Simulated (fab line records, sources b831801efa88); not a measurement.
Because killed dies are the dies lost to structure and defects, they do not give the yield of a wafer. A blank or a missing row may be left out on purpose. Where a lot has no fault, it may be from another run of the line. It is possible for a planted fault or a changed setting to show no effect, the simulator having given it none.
fab line records | flow sky130
record lots=6 wafers=18 lastDay=50
route steps=708 shown VIA1@474 METAL2@483 PAD_OPEN@708
lots with no fault: from the same line, run without faults
startH: start of the lot's first displayed wafer, in hours after the record's first day | waitH: hours elapsed since this lot's preceding step | " identical to the entry in the row above | L1.1+2: a single row standing in for several wafers | - no value present, or no start provided | * or withheld: withheld | < > ~ a bound
route shown NAME@n: a module of which the file shows steps, and the number in the route of the first | usual: average and standard deviation across the fault-free wafers | same: alike in all rows | chamber/n: place in a boat | sites: each site's reading | _std_site: the values' standard deviation | _edge_site: the outer-site mean with the inner-site mean subtracted | radiusMm: for every site, how far away it sits from the centre of the wafer | mask NAME#n: copy n | behind: the most recent tool/chamber to have shaped the wafer | hold: what put the lot on hold/how long, in hours/how the hold closed | device: the transistor (n, p or np) that didn't switch | end of line: at the end of the route, the tests of the same wafers | a step with no rows: only its recipe | killed: dies that structure and defects cost at the first sort, which is not the same as the wafer's yield | map: per-die view of a wafer (x killed, . not killed, _ where there is no die)
set.NAME: the setting the step ran with; set.NAME@STEP: the setting that earlier step ran with | model.NAME: the simulator's own value behind a step, which no gauge read
lots at some steps of the route; a table a step, a row a wafer
services: when a tool's chamber went out of use (startH, in hours from the record's first day, below 0 if earlier), for how many hours, and the reason
## steps
# step SKY_VIA1_STRIP_16
# recipe chemistry=O2/N2 powerW=1400 pressureMtorr=1500 platenTempC=withheld o2FlowSccm=3000 n2FlowSccm=300 overashFraction=0.5
# usual drypumpMotorCurrentA=5.39/0.21 o2FlowSccm=3000/8.6 oesProductAu=0.415/0.0047 stripTimeToEndpointS=4.443/0.023
# columns lot.wafer tool chamber startH waitH drypumpMotorCurrentA o2FlowSccm oesProductAu rfHoursCounterH stripTimeToEndpointS
L249.1 plasmaAsher-04 1 797.33 0.0 4.98 3006 0.420 100 4.451
L249.4 " 0 " " 5.34 2980 0.423 - 4.464
L249.6 " 1 " " 5.00 3002 0.415 - 4.465
L260.3 plasmaAsher-02 1 896.97 0.1 5.48 3005 0.417 - 4.444
L260.4 " 0 " " 5.57 3008 0.418 - 4.460
L260.5 " 0 " " 5.61 3000 0.414 - 4.443
L259.2 plasmaAsher-04 1 900.58 0.0 5.02 3005 0.411 111 4.451
L259.4 " 0 " " 5.34 3000 0.414 - 4.435
L259.5 " 0 " " 5.35 2994 0.416 - 4.430
L261.1 plasmaAsher-04 0 917.69 0.0 5.30 2998 0.414 113 4.434
L261.2 " 1 " " 5.01 2996 0.414 113 4.443
L261.4 " 1 " " 5.01 2995 0.410 - 4.459
L268.1 plasmaAsher-04 0 941.97 0.0 5.30 3021 0.411 116 4.410
L268.2 " 1 " " 5.01 2990 0.414 116 4.405
L268.3 " 1 " " 5.01 2998 0.412 - 4.415
L270.2 plasmaAsher-01 0 957.09 0.0 5.44 2995 0.425 85 4.488
L270.3 " 1 " " 5.47 3008 0.419 - 4.468
L270.5 " 0 " " 5.44 2999 0.415 - 4.472
# step SKY_VIA1_STRIP_17
# recipe chemistry=postEtchResidueRemover timeS=1200 tempC=72.5
# step SKY_VIA1_CLEAN_18
# recipe chemistry=IPA timeS=180 tempC=25
# step SKY_VIA1_CLEAN_19
# recipe chemistry=O3/DIW dry=n2Spin
# step SKY_VIA1_SPUTTER_20
# recipe material=TiN targetThkNm=20 chamberPressurePa=5 powerW=4000 timeS=80
# step SKY_VIA1_CVD_21
# recipe material=W targetThkNm=270 timeS=80.902 tempC=400 pressureTorr=40
# usual heaterPowerW=846/39
# same timeS=80.902
# columns lot.wafer tool chamber startH waitH heaterPowerW
L249.1 cvdW-01 1 797.99 0.0 841
L249.4 " 0 " " 842
L249.6 " 1 " " 853
L260.3 cvdW-01 0 897.62 0.1 849
L260.4 " 1 " " 826
L260.5 " 1 " " 865
L259.2 cvdW-02 0 901.24 0.0 918
L259.4 " 0 " " 916
L259.5 " 0 " " 928
L261.1 cvdW-02 1 918.37 0.0 776
L261.2 " 0 " " 818
L261.4 " 1 " " 754
L268.1 cvdW-01 1 942.63 0.0 869
L268.2 " 0 " " 861
L268.3 " 0 " " 855
L270.2 cvdW-02 0 958.17 0.0 838
L270.3 " 1 " " 774
L270.5 " 1 " " 804
# step SKY_VIA1_RS_MEAS_22
# recipe thkMeasGauge=four-point-probe reads=W_of_VIA1_CVD_21+TiN_of_VIA1_SPUTTER_20
# usual VIA1_W_RS=0.426/0.004
# columns lot.wafer tool chamber startH waitH VIA1_W_RS[ohm/sq]
L249.1 filmMetro-04 - 798.08 0.1 0.417
L249.4 " - " " 0.421
L249.6 " - " " 0.421
L260.3 filmMetro-01 - 897.72 0.1 0.427
L260.4 " - " " 0.420
L260.5 " - " " 0.421
L259.2 filmMetro-04 - 901.35 0.1 0.427
L259.4 " - " " 0.423
L259.5 " - " " 0.419
L261.1 filmMetro-04 - 918.46 0.1 0.418
L261.2 " - " " 0.422
L261.4 " - " " 0.424
L268.1 filmMetro-02 - 942.72 0.1 0.422
L268.2 " - " " 0.424
L268.3 " - " " 0.427
L270.2 filmMetro-04 - 958.28 0.1 0.426
L270.3 " - " " 0.432
L270.5 " - " " 0.432
# step SKY_VIA1_THK_MEAS_23
# recipe thkMeasGauge=xrf reads=W_of_VIA1_CVD_21
# usual VIA1_W_THK=271/3.5
# columns lot.wafer tool chamber startH waitH VIA1_W_THK[nm]
L249.1 filmMetro-04 - 798.20 0.1 275
L249.4 " - " " 274
L249.6 " - " " 273
L260.3 filmMetro-01 - 897.82 0.1 266
L260.4 " - " " 270
L260.5 " - " " 270
L259.2 filmMetro-04 - 901.46 0.1 272
L259.4 " - " " 273
L259.5 " - " " 278
L261.1 filmMetro-04 - 918.58 0.1 279
L261.2 " - " " 278
L261.4 " - " " 273
L268.1 filmMetro-02 - 942.84 0.1 272
L268.2 " - " " 271
L268.3 " - " " 271
L270.2 filmMetro-04 - 958.39 0.1 276
L270.3 " - " " 271
L270.5 " - " " 272
# step SKY_VIA1_CMP_24
# recipe stopOn=SiO2 tOverpolishS=15 downForcePsi=3.5 platenRpm=60 targetThkNm=0 padVelocityMS=0.94248
# step SKY_METAL2_SPUTTER_00
# recipe material=Ti targetThkNm=15 powerW=3000 timeS=10 chamberPressurePa=0.4
# step SKY_METAL2_SPUTTER_01
# recipe material=TiN targetThkNm=20 powerW=6500 timeS=16.7 chamberPressurePa=0.4
# usual chamberPressurePa=0.4001/0.00081 throttleValvePct=29.4/1.2
# same timeS=16.7
# columns lot.wafer tool chamber startH waitH chamberPressurePa throttleValvePct
L249.1 pvdSputter-02 - 798.64 0.0 0.4014 32.1
L249.4 " - " " 0.3991 28.6
L249.6 " - " " 0.4007 29.5
L260.3 pvdSputter-02 - 898.18 0.0 0.3997 28.7
L260.4 " - " " 0.3982 31.9
L260.5 " - " " 0.3996 29.3
L259.2 pvdSputter-02 - 901.83 0.0 0.4010 29.1
L259.4 " - " " 0.3996 29.2
L259.5 " - " " 0.3996 28.7
L261.1 pvdSputter-04 - 918.96 0.0 0.3994 28.9
L261.2 " - " " 0.4005 29.8
L261.4 " - " " 0.4007 30.9
L268.1 pvdSputter-04 - 943.22 0.0 0.3989 31.2
L268.2 " - " " 0.3997 28.7
L268.3 " - " " 0.3995 29.5
L270.2 pvdSputter-04 - 958.77 0.0 0.4005 27.6
L270.3 " - " " 0.4015 29.5
L270.5 " - " " 0.4011 28.4
# step SKY_METAL2_SPUTTER_02
# recipe material=AlCu targetThkNm=250 powerW=10600 timeS=13.3 chamberPressurePa=0.4
# usual chamberPressurePa=0.4000/0.00086 throttleValvePct=29.4/1.2
# same timeS=13.3
# columns lot.wafer tool chamber startH waitH chamberPressurePa throttleValvePct
L249.1 pvdSputter-02 - 798.66 0.0 0.3980 32.0
L249.4 " - " " 0.4000 28.8
L249.6 " - " " 0.3993 29.4
L260.3 pvdSputter-02 - 898.21 0.0 0.4005 28.6
L260.4 " - " " 0.3990 32.2
L260.5 " - " " 0.3985 29.0
L259.2 pvdSputter-02 - 901.86 0.0 0.3993 29.1
L259.4 " - " " 0.3996 29.2
L259.5 " - " " 0.3996 28.8
L261.1 pvdSputter-04 - 918.99 0.0 0.3996 29.0
L261.2 " - " " 0.4000 29.6
L261.4 " - " " 0.3991 31.1
L268.1 pvdSputter-04 - 943.25 0.0 0.3999 31.2
L268.2 " - " " 0.3998 28.8
L268.3 " - " " 0.3990 29.7
L270.2 pvdSputter-04 - 958.79 0.0 0.3989 27.8
L270.3 " - " " 0.3989 29.9
L270.5 " - " " 0.4003 28.9
# step SKY_METAL2_SPUTTER_03
# recipe material=Ti targetThkNm=5 powerW=3000 timeS=3.3 chamberPressurePa=0.4
# usual chamberPressurePa=0.3999/0.00075 throttleValvePct=29.4/1.2
# same timeS=3.3
# columns lot.wafer tool chamber startH waitH chamberPressurePa throttleValvePct
L249.1 pvdSputter-02 - 798.69 0.0 0.4004 32.0
L249.4 " - " " 0.4001 28.6
L249.6 " - " " 0.4002 29.4
L260.3 pvdSputter-02 - 898.23 0.0 0.4622 26.8
L260.4 " - " " 0.4632 29.7
L260.5 " - " " 0.4621 26.9
L259.2 pvdSputter-02 - 901.88 0.0 0.4633 27.1
L259.4 " - " " 0.4623 27.1
L259.5 " - " " 0.4613 26.8
L261.1 pvdSputter-04 - 919.01 0.0 0.4002 28.9
L261.2 " - " " 0.4004 29.7
L261.4 " - " " 0.4003 31.0
L268.1 pvdSputter-04 - 943.27 0.0 0.4010 31.4
L268.2 " - " " 0.4001 28.8
L268.3 " - " " 0.3993 29.9
L270.2 pvdSputter-04 - 958.82 0.0 0.4011 27.5
L270.3 " - " " 0.3993 29.5
L270.5 " - " " 0.4001 28.7
# step SKY_METAL2_SPUTTER_04
# recipe material=TiN targetThkNm=70 powerW=6500 timeS=58.3 chamberPressurePa=0.4
# usual chamberPressurePa=0.4000/0.00084 throttleValvePct=29.4/1.2
# same timeS=58.3
# columns lot.wafer tool chamber startH waitH chamberPressurePa throttleValvePct
L249.1 pvdSputter-02 - 798.70 0.0 0.4004 31.9
L249.4 " - " " 0.4010 28.9
L249.6 " - " " 0.3990 29.0
L260.3 pvdSputter-02 - 898.25 0.0 0.3982 28.7
L260.4 " - " " 0.4010 32.0
L260.5 " - " " 0.3999 29.3
L259.2 pvdSputter-02 - 901.90 0.0 0.4011 29.1
L259.4 " - " " 0.4000 29.5
L259.5 " - " " 0.3992 28.9
L261.1 pvdSputter-04 - 919.03 0.0 0.4005 28.7
L261.2 " - " " 0.3996 29.7
L261.4 " - " " 0.4001 31.0
L268.1 pvdSputter-04 - 943.29 0.0 0.4002 31.0
L268.2 " - " " 0.3992 28.7
L268.3 " - " " 0.3999 29.6
L270.2 pvdSputter-04 - 958.83 0.0 0.3998 27.9
L270.3 " - " " 0.4005 29.7
L270.5 " - " " 0.4001 29.0
# step SKY_PAD_OPEN_PROBE_99
# usual defectLimitedYield=82.9/1.7 killed_at_M0_to_M3=42/6.7 killed_at_M4_up=3.4/2 killedAtContacts=24/5.1 killedAtFrontEnd=14/4.2 killedAtOther=0.2/0.49 killedDies=84/8.4 killedOpen=46/7 killedShort=39/5.8 sort_bin_3_pad_short=0.8/0.42 sort_bin_5_function=10.2/1.3 sort_bin_6_memory=6.1/1 sortNPass=408/8.4 sortYieldPct=82.9/1.7
# same grossDies=492 killedAtBackSide=0 sort_bin_4_leakage[%]=0 sort_bin_8_speed[%]=0
# columns lot.wafer tool chamber startH waitH defectLimitedYield[%] killed_at_M0_to_M3 killed_at_M4_up killedAtContacts killedAtFrontEnd killedAtOther killedDies killedOpen killedShort sort_bin_3_pad_short[%] sort_bin_5_function[%] sort_bin_6_memory[%] sortNPass sortYieldPct[%]
L249.1 prober-02 - 1083.41 0.1 81.5 57 3 18 12 1 91 53 38 0.4 10.2 7.9 401 81.5
L249.4 prober-02 - 1083.56 0.2 82.9 40 8 22 14 0 84 40 44 0.2 11.4 5.5 408 82.9
L249.6 prober-02 - 1083.66 0.2 83.7 39 6 20 15 0 80 42 38 0.8 11.0 4.5 412 83.7
L261.1 prober-01 - 1172.87 0.1 85.6 34 3 17 17 0 71 34 37 0.4 8.5 5.5 421 85.6
L261.2 prober-01 - 1172.92 0.1 80.1 50 1 36 11 0 98 62 36 0.8 10.6 8.5 394 80.1
L261.4 prober-01 - 1173.02 0.2 81.7 40 4 29 16 1 90 52 38 0.8 12.6 4.9 402 81.7
L268.1 prober-01 - 1188.60 0.1 83.7 39 3 23 15 0 80 48 32 0.4 10.0 5.9 412 83.7
L268.2 prober-01 - 1188.65 0.1 84.1 38 2 23 15 0 78 42 36 0.8 9.1 5.9 414 84.1
L268.3 prober-01 - 1188.70 0.2 85.2 39 0 18 14 2 73 37 36 0.8 9.1 4.9 419 85.2
L270.2 prober-01 - 1199.49 0.1 85.0 36 5 18 15 0 74 37 37 1.6 9.1 4.3 418 85.0
L270.3 prober-01 - 1199.54 0.2 82.1 48 4 32 4 0 88 46 42 0.2 10.2 7.5 404 82.1
L270.5 prober-01 - 1199.64 0.2 82.7 46 2 20 17 0 85 47 38 0.8 10.2 6.3 407 82.7
# killed by level:class
L249.1 VIA2:geometricParticle:open=11 VIA1:geometricParticle:open=9 METAL2:geometricParticle:short=7 LI_CONTACT:geometricParticle:open=6 CONTACT:geometricParticle:open=6 VIA3:geometricParticle:open=6 METAL3:geometricParticle:short=6 VIA2:geometricParticle:short=5
L249.4 CONTACT:geometricParticle:open=7 VIA3:geometricParticle:open=6 VIA1:geometricParticle:open=6 METAL2:geometricParticle:short=6 METAL4:geometricParticle:short=6 LI_CONTACT:geometricParticle:open=5 CONTACT:geometricParticle:short=5 METAL1:geometricParticle:short=5
L249.6 VIA1:geometricParticle:open=10 VIA3:geometricParticle:open=7 LI_CONTACT:geometricParticle:open=5 METAL2:geometricParticle:short=5 FIELD_ISO:geometricParticle:short=4 FIELD_ISO:geometricParticle:open=4 CONTACT:geometricParticle:short=4 CONTACT:geometricParticle:open=4
L261.1 VIA1:geometricParticle:open=7 VIA3:geometricParticle:open=6 LOCAL_INTERCONNECT:geometricParticle:short=6 SPACER:geometricParticle:short=4 LI_CONTACT:geometricParticle:open=4 METAL1:geometricParticle:short=4 METAL3:geometricParticle:short=4 FIELD_ISO:geometricParticle:short=3
L261.2 CONTACT:geometricParticle:open=15 VIA1:geometricParticle:open=15 LI_CONTACT:geometricParticle:open=11 VIA2:geometricParticle:open=7 LOCAL_INTERCONNECT:geometricParticle:short=6 METAL1:geometricParticle:short=6 VIA3:geometricParticle:open=5 METAL2:geometricParticle:short=4
L261.4 VIA3:geometricParticle:open=9 VIA1:geometricParticle:open=9 CONTACT:geometricParticle:open=9 CONTACT:geometricParticle:short=7 FIELD_ISO:geometricParticle:short=5 LI_CONTACT:geometricParticle:short=5 LI_CONTACT:geometricParticle:open=5 VIA2:geometricParticle:open=5
L268.1 CONTACT:geometricParticle:open=10 VIA2:geometricParticle:open=10 VIA3:geometricParticle:open=7 FIELD_ISO:geometricParticle:open=5 VIA1:geometricParticle:short=5 METAL1:geometricParticle:open=4 VIA1:geometricParticle:open=4 FIELD_ISO:geometricParticle:short=3
L268.2 CONTACT:geometricParticle:open=10 FIELD_ISO:geometricParticle:open=5 LI_CONTACT:geometricParticle:open=5 METAL1:geometricParticle:short=5 VIA1:geometricParticle:open=5 VIA2:geometricParticle:short=5 VIA1:geometricParticle:short=5 VIA3:geometricParticle:open=4
L268.3 VIA3:geometricParticle:open=11 CONTACT:geometricParticle:open=7 POLY_GATE:geometricParticle:short=6 LI_CONTACT:geometricParticle:open=6 VIA3:geometricParticle:short=6 METAL2:geometricParticle:short=4 METAL3:geometricParticle:short=4 POLY_GATE:geometricParticle:open=3
L270.2 VIA3:geometricParticle:short=7 CONTACT:geometricParticle:open=6 VIA1:geometricParticle:open=6 VIA2:geometricParticle:open=6 LOCAL_INTERCONNECT:geometricParticle:short=5 POLY_GATE:geometricParticle:short=4 VIA2:geometricParticle:short=4 METAL4:geometricParticle:short=4
L270.3 LI_CONTACT:geometricParticle:open=12 METAL1:geometricParticle:short=10 VIA1:geometricParticle:open=9 CONTACT:geometricParticle:open=8 VIA1:geometricParticle:short=6 LOCAL_INTERCONNECT:geometricParticle:short=4 CONTACT:geometricParticle:short=4 VIA2:geometricParticle:open=4
L270.5 VIA1:geometricParticle:open=10 VIA2:geometricParticle:open=8 METAL2:geometricParticle:short=6 VIA3:geometricParticle:open=6 LI_CONTACT:geometricParticle:open=5 METAL1:geometricParticle:short=5 POLY_GATE:geometricParticle:short=4 POLY_GATE:geometricParticle:open=4
## services
# columns tool chamber startH hours kind
plasmaAsher-04 - 789.88 3.2 repair
pvdSputter-02 - 811.66 1.5 repair
cvdW-02 1 842.61 5.9 repair
pvdSputter-02 - 850.15 3.1 repair
cvdW-02 1 860.00 6.6 repair
pvdSputter-02 - 875.12 3.2 repair
plasmaAsher-01 - 881.68 0.9 repair
pvdSputter-04 - 883.49 6.7 repair
plasmaAsher-01 - 896.61 2.8 repair
cvdW-01 0 903.42 6.1 repair
cvdW-02 - 904.00 14.0 pm
cvdW-02 0 904.00 14.0 ventCycle
cvdW-02 1 904.00 14.0 ventCycle
cvdW-01 - 906.16 0.7 repair
cvdW-02 0 918.00 - clean
cvdW-02 1 918.00 - clean
cvdW-01 1 929.28 6.3 repair
plasmaAsher-02 - 936.02 2.4 repair
## key
firstSign step=SKY_METAL2_SPUTTER_03 reading=chamberPressurePa direction=up sigmas=83 usual=0.3999 struck=0.4624
effect step=SKY_METAL2_SPUTTER_03 reading=throttleValvePct direction=down sigmas=1.7 usual=29.4 struck=27.4
metAt SKY_METAL2_SPUTTER_03
struckWafers L259.2,L259.4,L259.5,L260.3,L260.4,L260.5
onsetBetween 798.69 898.23
fault kind=processParameterDrift tool=pvdSputter-02 chamber=- onsetH=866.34 steps=SKY_METAL2_SPUTTER_03 channel=chamberPressurePa offset=0.062508 shape=step endH=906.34 actsIn=theseRecipesOnly stated=0.4
